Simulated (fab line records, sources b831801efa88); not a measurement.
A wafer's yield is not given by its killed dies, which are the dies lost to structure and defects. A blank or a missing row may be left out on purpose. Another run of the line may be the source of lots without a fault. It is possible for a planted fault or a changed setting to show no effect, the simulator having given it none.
Matching of chambers / flow gf180mcu / GF_STI_CMP_25 on cmp-01 has 3 sister chambers
The step polishes, stops on Si3N4, t overpolish 33 s, target thk 524.6 nm. 3 wafers are shown with their chamber, then 4 later ones without.

== EACH WAFER AND ITS CHAMBER ==
wafer=L531.2; chamber=2; motor_current_A (A)=12.2
wafer=L532.1; chamber=0; motor_current_A (A)=11.8
wafer=L532.5; chamber=3; motor_current_A (A)=11.8

== WAFERS WHOSE CHAMBER IS MISSING ==
wafer=L532.6; motor_current_A (A)=12.5
wafer=L533.1; motor_current_A (A)=12.3
wafer=L533.4; motor_current_A (A)=11.7
wafer=L542.3; motor_current_A (A)=11.5

== WHICH CHAMBER EACH WENT THROUGH ==
wafer=L532.6; from the rows above=can't be placed: 2 or 0 or 3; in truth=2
wafer=L533.1; from the rows above=can't be placed: 2 or 0 or 3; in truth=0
wafer=L533.4; from the rows above=can't be placed: 0 or 3 or 2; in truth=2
wafer=L542.3; from the rows above=can't be placed: 0 or 3 or 2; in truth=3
Correct placement for 0 of the 4. Cannot be placed on the basis of these rows: 4; the candidates contain the true chamber in 4. Number placed wrongly: 0.
How it was worked out, from the rows above alone: a wafer's distance from a chamber is the root of the sum, over the readings, of the square of ((its reading less the chamber's mean) divided by the reading's scatter). The wafer belongs to the nearest chamber; if the next one is less than 2 further off, it can't be placed. For every chamber, the mean is computed from those of its wafers that are shown. The scatter (one wafer shown for each chamber): square how far every hidden wafer sits from the nearest shown wafer, average those squares and take the square root.
